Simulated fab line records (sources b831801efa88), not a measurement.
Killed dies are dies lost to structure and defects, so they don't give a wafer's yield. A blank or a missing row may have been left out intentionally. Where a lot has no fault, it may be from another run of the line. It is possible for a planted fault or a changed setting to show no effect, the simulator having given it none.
fab line records	flow gf180mcu
[record] lots = 15	wafers = 45	last_day = 34
route steps=602 shown DUAL_GATE@154 POLY_GATE@171 HV_LDD@204
lots untouched by any fault: they come from a run of this same line in which no faults occurred
start_h: start of the lot's first displayed wafer, in hours after the record's first day	wait_h: hours elapsed since this lot's preceding step	" repeats the value in the row above	L1.1+2: a single row standing in for several wafers	- no value, or no start given	* or withheld: withheld	< > ~ a bound
route shown NAME@n: NAME is a module with steps in the file, n the number in the route of the first one	usual: mean/standard deviation of fault-free wafers	same: alike in all rows	chamber/n: place in a boat	sites: readings site by site	_std_site: the values' standard deviation	_edge_site: mean of outer sites minus mean of inner sites	radius_mm: for every site, how far away it sits from the centre of the wafer	mask NAME#n: copy n	behind: the last tool/chamber to shape the wafer	hold: what put the lot on hold/how long, in hours/how the hold closed	device: whichever transistor did not switch (one of n, p or np)	end of line: the tests these same wafers got at the end of their route	step lacking rows: just its recipe	killed: count of dies lost to structure and defects at first sort (not the wafer's yield)	map: per-die view of a wafer (x killed, . not killed, _ where there is no die)
set.NAME: the run value of the setting; set.NAME@STEP: its run value at that earlier step	model.NAME: the simulator's own value behind a step, which no gauge read
one table for each step of the route and one row for each wafer, over a sample of lots
services: a tool's chamber out of use, with start hour (start_h, from the record's first day; less than 0 if before it), hours out, and reason
[[steps]]
[step GF_DUAL_GATE_STRIP_13]
[recipe] chemistry = O2/N2	power_w = 1400	pressure_mtorr = 1500	platen_temp_c = 250	o2_flow_sccm = 3000	n2_flow_sccm = 300	overash_fraction = 0.5
[usual] drypump_motor_current_A = 6.1/0.5	heater_power_w = 321/20	o2_flow_sccm = 3001/9.6	oes_product_au = 0.716/0.0048	strip_time_to_endpoint_s = 12.63/0.033
[same] overash_fraction = 0.5
lot.wafer	tool	chamber	start_h	wait_h	drypump_motor_current_A	heater_power_w	o2_flow_sccm	oes_product_au	rf_hours_counter_h	strip_time_to_endpoint_s
L787.1	plasma_asher-03	1	190.06	0.0	6.8	354	3005	0.715	39	12.64
L787.3	"	0	"	"	5.8	303	3014	0.713	-	12.63
L787.4	"	1	"	"	6.8	352	3000	0.709	-	12.62
L788.4	plasma_asher-04	1	192.78	0.0	5.4	318	3008	0.718	-	12.71
L788.5	"	1	"	"	5.4	316	3000	0.710	-	12.69
L788.6	"	0	"	"	5.5	317	2991	0.716	-	12.64
L789.3	plasma_asher-02	1	197.05	0.0	6.5	315	3004	0.709	-	12.67
L789.4	"	0	"	"	5.7	315	3002	0.717	-	12.62
L789.6	"	0	"	"	5.6	312	2974	0.712	-	12.63
L790.1	plasma_asher-04	1	210.61	0.0	5.5	319	2999	0.720	10	12.68
L790.4	"	1	"	"	5.4	312	2997	0.712	-	12.63
L790.6	"	1	"	"	5.4	316	3007	0.707	-	12.63
L791.3	plasma_asher-03	1	214.29	0.0	6.8	358	2982	0.712	-	12.64
L791.5	"	1	"	"	6.8	356	2992	0.727	-	12.66
L791.6	"	0	"	"	5.8	310	3002	0.719	-	12.65
L794.2	plasma_asher-02	1	251.36	0.0	6.5	307	3009	0.712	59	12.59
L794.4	"	1	"	"	6.5	312	3000	0.723	-	12.59
L794.5	"	1	"	"	6.5	304	3012	0.726	-	12.62
L796.4	plasma_asher-04	1	257.15	0.0	5.5	329	3000	0.716	-	12.64
L796.5	"	0	"	"	5.5	301	2997	0.724	-	12.67
L796.6	"	1	"	"	5.4	317	2988	0.716	-	12.66
L795.2	plasma_asher-03	1	259.36	0.0	6.8	354	2990	0.709	47	12.66
L795.5	"	1	"	"	6.8	355	2982	0.712	-	12.64
L795.6	"	0	"	"	5.8	310	3018	0.709	-	12.66
L798.2	plasma_asher-02	1	268.72	0.0	6.5	300	3011	0.714	61	12.56
L798.4	"	1	"	"	6.5	308	3015	0.718	-	12.55
L798.6	"	1	"	"	6.5	315	3012	0.709	-	12.58
L799.2	plasma_asher-03	0	284.16	0.0	5.8	312	2991	0.715	49	12.63
L799.5	"	0	"	"	5.8	322	2989	0.717	-	12.64
L799.6	"	1	"	"	6.8	356	3004	0.711	-	12.61
L800.3	plasma_asher-03	1	286.55	0.0	6.7	362	3007	0.705	-	12.64
L800.4	"	0	"	"	5.8	317	3011	0.717	-	12.66
L800.6	"	0	"	"	5.7	310	3011	0.711	-	12.60
L803.1	plasma_asher-02	0	299.31	0.0	5.6	312	3017	0.719	64	12.65
L803.2	"	1	"	"	6.5	302	3006	0.715	64	12.62
L803.6	"	0	"	"	5.6	315	3000	0.723	-	12.61
L804.4	plasma_asher-02	1	307.48	0.0	6.5	302	2995	0.714	-	12.66
L804.5	"	0	"	"	5.7	305	3004	0.716	-	12.63
L804.6	"	1	"	"	6.5	307	3007	0.723	-	12.61
L805.2	plasma_asher-03	0	316.76	0.0	5.8	307	3006	0.719	53	12.64
L805.3	"	1	"	"	6.8	363	2993	0.715	-	12.66
L805.4	"	0	"	"	5.8	311	2989	0.718	-	12.62
L808.3	plasma_asher-02	0	335.96	0.0	5.7	303	2984	0.712	-	12.68
L808.4	"	1	"	"	6.5	305	3007	0.713	-	12.61
L808.5	"	0	"	"	5.7	314	2984	0.715	-	12.60
[step GF_POLY_GATE_STRIP_14]
[recipe] chemistry = O2/N2	power_w = 1400	pressure_mtorr = 1500	platen_temp_c = 250	o2_flow_sccm = 3000	n2_flow_sccm = 300	overash_fraction = 0.5
[usual] drypump_motor_current_A = 6.0/0.45	heater_power_w = 318/17	o2_flow_sccm = 3001/9.3	oes_product_au = 0.505/0.0048
[same] overash_fraction = 0.5
lot.wafer	tool	chamber	start_h	wait_h	drypump_motor_current_A	heater_power_w	o2_flow_sccm	oes_product_au	rf_hours_counter_h
L787.1	plasma_asher-01	1	211.54	0.0	5.3	341	3006	0.506	58
L787.3	"	1	"	"	5.3	361	3014	0.501	-
L787.4	"	0	"	"	5.8	321	3004	0.511	-
L788.4	plasma_asher-02	1	213.50	0.1	6.4	307	3005	0.508	-
L788.5	"	1	"	"	6.5	302	3015	0.497	-
L788.6	"	0	"	"	5.6	314	3006	0.502	-
L789.3	plasma_asher-02	0	217.99	0.1	5.7	311	3013	0.507	-
L789.4	"	1	"	"	6.5	305	2999	0.520	-
L789.6	"	1	"	"	6.5	317	3008	0.511	-
L790.1	plasma_asher-02	1	230.91	0.0	6.5	314	2990	0.503	57
L790.4	"	0	"	"	5.7	307	2988	0.508	-
L790.6	"	0	"	"	5.7	308	2986	0.502	-
L791.3	plasma_asher-02	1	235.05	0.1	6.5	301	3013	0.495	-
L791.5	"	1	"	"	6.5	301	3015	0.508	-
L791.6	"	0	"	"	5.7	320	3003	0.505	-
L794.2	plasma_asher-01	1	275.76	0.0	5.3	353	3001	0.502	65
L794.4	"	0	"	"	5.7	327	3003	0.506	-
L794.5	"	1	"	"	5.3	359	2994	0.508	-
L796.4	plasma_asher-02	1	279.57	0.1	6.5	308	2999	0.501	-
L796.5	"	0	"	"	5.6	313	3012	0.501	-
L796.6	"	1	"	"	6.5	306	3015	0.514	-
L795.2	plasma_asher-02	0	282.86	0.0	5.7	313	3003	0.506	62
L795.5	"	1	"	"	6.5	308	2990	0.507	-
L795.6	"	0	"	"	5.7	308	2996	0.506	-
L798.2	plasma_asher-02	0	291.61	0.0	5.7	318	2988	0.503	63
L798.4	"	1	"	"	6.5	300	3000	0.501	-
L798.6	"	1	"	"	6.5	300	3013	0.504	-
L799.2	plasma_asher-02	1	307.15	0.0	6.5	305	3003	0.496	65
L799.5	"	1	"	"	6.5	298	2992	0.500	-
L799.6	"	0	"	"	5.7	308	2995	0.511	-
L800.3	plasma_asher-02	1	310.97	0.1	6.5	305	2993	0.496	-
L800.4	"	0	"	"	5.7	317	3009	0.504	-
L800.6	"	1	"	"	6.5	308	2990	0.510	-
L803.1	plasma_asher-02	0	325.46	0.0	5.7	305	2993	0.499	67
L803.2	"	1	"	"	6.4	310	2996	0.507	67
L803.6	"	0	"	"	5.7	319	3000	0.508	-
L804.4	plasma_asher-02	0	335.24	0.0	5.7	305	2987	0.513	-
L804.5	"	0	"	"	5.7	314	2984	0.497	-
L804.6	"	1	"	"	6.5	305	2996	0.501	-
L805.2	plasma_asher-03	1	341.26	0.0	6.8	354	3003	0.505	55
L805.3	"	0	"	"	5.8	317	2999	0.501	-
L805.4	"	1	"	"	6.8	363	3007	0.502	-
L808.3	plasma_asher-01	1	364.67	0.1	5.3	353	2999	0.500	-
L808.4	"	0	"	"	5.7	321	2996	0.507	-
L808.5	"	1	"	"	5.3	355	3009	0.505	-
[step GF_POLY_GATE_THK_MEAS_17]
[recipe] reads = SiO2_of_POLY_GATE_OXIDATION_16
[usual] POLY_GATE_OXIDATION_THK = 3.99/0.076
lot.wafer	tool	chamber	start_h	wait_h	POLY_GATE_OXIDATION_THK[nm]
L787.1	film_metro-03	-	212.94	0.0	3.85
L787.3	"	-	"	"	3.94
L787.4	"	-	"	"	3.86
L788.4	film_metro-02	-	214.89	0.0	3.90
L788.5	"	-	"	"	3.88
L788.6	"	-	"	"	4.02
L789.3	film_metro-02	-	220.31	0.0	4.09
L789.4	"	-	"	"	4.15
L789.6	"	-	"	"	4.06
L790.1	film_metro-03	-	235.43	0.0	3.97
L790.4	"	-	"	"	4.04
L790.6	"	-	"	"	4.10
L791.3	film_metro-04	-	237.83	0.0	3.87
L791.5	"	-	"	"	3.84
L791.6	"	-	"	"	3.93
L794.2	film_metro-03	-	277.77	0.0	4.01
L794.4	"	-	"	"	4.04
L794.5	"	-	"	"	4.04
L796.4	film_metro-03	-	280.97	0.0	3.98
L796.5	"	-	"	"	4.00
L796.6	"	-	"	"	4.00
L795.2	film_metro-03	-	284.27	0.0	4.02
L795.5	"	-	"	"	3.99
L795.6	"	-	"	"	4.07
L798.2	film_metro-04	-	293.03	0.0	3.91
L798.4	"	-	"	"	3.92
L798.6	"	-	"	"	3.86
L799.2	film_metro-04	-	309.21	0.0	3.95
L799.5	"	-	"	"	3.99
L799.6	"	-	"	"	4.03
L800.3	film_metro-03	-	313.15	0.0	4.10
L800.4	"	-	"	"	3.94
L800.6	"	-	"	"	3.97
L803.1	film_metro-02	-	327.41	0.0	4.11
L803.2	"	-	"	"	4.15
L803.6	"	-	"	"	4.09
L804.4	film_metro-03	-	338.43	0.0	3.95
L804.5	"	-	"	"	4.04
L804.6	"	-	"	"	3.97
L805.2	film_metro-02	-	346.57	0.0	3.90
L805.3	"	-	"	"	3.88
L805.4	"	-	"	"	3.94
L808.3	film_metro-03	-	369.98	0.0	4.09
L808.4	"	-	"	"	3.96
L808.5	"	-	"	"	3.93
[step GF_HV_LDD_EXPOSE_28]
[recipe] mask_id = Nplus_HV_AREA	target_cd_nm = 400	na = 0.6	source_shape = conventional	sigma_outer = 0.6	dose_mj = 140
[usual] exposure_dose_mJ_cm2 = 140.07/0.14	focus_offset_nm = 0.1/0.48	reticle_temp_C = 23.00/0.1
lot.wafer	tool	chamber	start_h	wait_h	mask	exposure_dose_mJ_cm2	focus_offset_nm	reticle_temp_C
L787.1	iline_stepper-01	0	258.85	-	Nplus_HV_AREA#0	140.18	0.9	23.05
L787.3	"	0	"	"	Nplus_HV_AREA#0	140.10	0.6	23.02
L787.4	"	0	"	"	Nplus_HV_AREA#0	139.96	0.8	22.91
L788.4	iline_stepper-02	0	261.99	-	Nplus_HV_AREA#0	140.14	-0.3	22.90
L788.5	"	0	"	"	Nplus_HV_AREA#0	140.13	0.4	23.11
L788.6	"	0	"	"	Nplus_HV_AREA#0	140.15	-0.3	23.05
L789.3	iline_stepper-02	0	266.92	-	Nplus_HV_AREA#0	140.19	-0.2	23.03
L789.4	"	0	"	"	Nplus_HV_AREA#0	140.22	0.2	22.97
L789.6	"	0	"	"	Nplus_HV_AREA#0	140.10	-0.7	23.09
L790.1	iline_stepper-01	0	284.35	-	Nplus_HV_AREA#0	140.06	0.9	23.03
L790.4	"	0	"	"	Nplus_HV_AREA#0	139.81	0.1	23.00
L790.6	"	0	"	"	Nplus_HV_AREA#0	139.89	-0.1	22.97
L791.3	iline_stepper-01	0	285.54	-	Nplus_HV_AREA#0	140.23	0.5	23.08
L791.5	"	0	"	"	Nplus_HV_AREA#0	140.18	0.4	23.13
L791.6	"	0	"	"	Nplus_HV_AREA#0	140.23	1.0	23.01
L794.2	iline_stepper-02	0	329.56	-	Nplus_HV_AREA#0	139.88	-0.2	23.12
L794.4	"	0	"	"	Nplus_HV_AREA#0	140.11	-0.3	23.20
L794.5	"	0	"	"	Nplus_HV_AREA#0	140.20	-0.4	22.97
L796.4	iline_stepper-01	0	332.06	-	Nplus_HV_AREA#0	139.83	0.7	23.02
L796.5	"	0	"	"	Nplus_HV_AREA#0	139.68	0.5	22.99
L796.6	"	0	"	"	Nplus_HV_AREA#0	139.84	-0.9	22.91
L795.2	iline_stepper-02	0	336.54	-	Nplus_HV_AREA#0	140.01	0.2	23.01
L795.5	"	0	"	"	Nplus_HV_AREA#0	140.11	0.2	23.17
L795.6	"	0	"	"	Nplus_HV_AREA#0	139.72	0.2	23.10
L798.2	iline_stepper-01	-	346.27	-	Nplus_HV_AREA#0	-	-	-
L798.4	"	-	"	"	Nplus_HV_AREA#0	-	-	-
L798.6	"	-	"	"	Nplus_HV_AREA#0	-	-	-
L799.2	iline_stepper-02	-	361.87	-	Nplus_HV_AREA#0	-	-	-
L799.5	"	-	"	"	Nplus_HV_AREA#0	-	-	-
L799.6	"	-	"	"	Nplus_HV_AREA#0	-	-	-
L800.3	iline_stepper-02	-	365.37	-	Nplus_HV_AREA#0	-	-	-
L800.4	"	-	"	"	Nplus_HV_AREA#0	-	-	-
L800.6	"	-	"	"	Nplus_HV_AREA#0	-	-	-
L803.1	iline_stepper-01	0	380.59	-	Nplus_HV_AREA#0	139.85	-0.1	22.87
L803.2	"	0	"	"	Nplus_HV_AREA#0	140.14	0.4	22.92
L803.6	"	0	"	"	Nplus_HV_AREA#0	140.03	0.5	23.06
L804.4	iline_stepper-01	0	392.10	-	Nplus_HV_AREA#0	140.03	0.0	23.00
L804.5	"	0	"	"	Nplus_HV_AREA#0	140.09	-0.3	22.96
L804.6	"	0	"	"	Nplus_HV_AREA#0	140.12	0.4	23.13
L805.2	iline_stepper-01	0	401.81	-	Nplus_HV_AREA#0	139.99	0.8	22.92
L805.3	"	0	"	"	Nplus_HV_AREA#0	140.02	0.0	22.95
L805.4	"	0	"	"	Nplus_HV_AREA#0	139.84	0.0	23.01
L808.3	iline_stepper-02	0	428.71	-	Nplus_HV_AREA#0	140.10	1.0	23.00
L808.4	"	0	"	"	Nplus_HV_AREA#0	140.22	0.5	23.03
L808.5	"	0	"	"	Nplus_HV_AREA#0	140.21	0.7	23.30
[[services]]
tool	chamber	start_h	hours	kind
plasma_asher-04	-	212.70	17.5	pm
plasma_asher-04	-	244.05	1.3	repair
plasma_asher-03	-	255.79	1.2	repair
plasma_asher-03	-	261.26	0.7	repair
plasma_asher-01	-	299.68	14.6	pm
plasma_asher-04	-	302.50	2.8	pm
iline_stepper-01	-	307.97	1.7	pm
iline_stepper-02	-	313.17	4.4	repair
plasma_asher-01	-	314.28	2.8	pm
iline_stepper-02	-	317.55	1.7	pm
iline_stepper-01	0	321.58	-	calibration
plasma_asher-01	-	323.08	2.9	repair
plasma_asher-03	-	328.38	2.8	pm
plasma_asher-03	-	332.94	2.3	repair
iline_stepper-02	0	333.88	-	calibration
iline_stepper-02	-	340.74	5.8	repair
iline_stepper-02	-	350.44	5.3	repair
plasma_asher-04	-	353.10	3.6	repair
plasma_asher-01	-	361.16	1.3	repair
iline_stepper-02	-	367.86	2.6	repair
iline_stepper-02	-	370.51	14.3	repair
iline_stepper-01	-	413.29	2.8	repair
plasma_asher-04	-	414.69	6.6	repair
plasma_asher-01	-	421.25	9.0	pm
[[key]]
[first_sign] step = GF_HV_LDD_EXPOSE_28	reading = tool_record	direction = missing
effect none on later readings
met_at GF_HV_LDD_EXPOSE_28
struck_lots L798,L799,L800
later_rows_left_out L798.2,L798.4,L798.6,L799.2,L799.5,L799.6,L800.3,L800.4,L800.6
sort_left_out L798.2,L798.4,L798.6,L799.2,L799.5,L799.6,L800.3,L800.4,L800.6
tester_left_out L798,L799,L800
not_acting_at GF_DUAL_GATE_STRIP_13,GF_POLY_GATE_STRIP_14,GF_POLY_GATE_THK_MEAS_17
onset_between 336.54 346.27
[fault] kind = skipped_step_whole	tool = iline_stepper-01,iline_stepper-02	chamber = -	onset_h = 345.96	steps = GF_HV_LDD_EXPOSE_28	scope = struck_lots_only
// tester_left_out: of these lots the tester's yield and bins aren't shown, on N5 and GAA mostly nor the transistor test; their killed dies are dies lost to structure and defects alone, not to doping, threshold or leakage, so they don't give the yield
// sort_left_out: the simulated sort isn't trusted on such a fault, so these wafers' sort isn't shown, and their yield isn't known
// later_rows_left_out: the simulator's readings of these wafers behind a module that went badly wrong aren't trusted and aren't shown, but for the sort
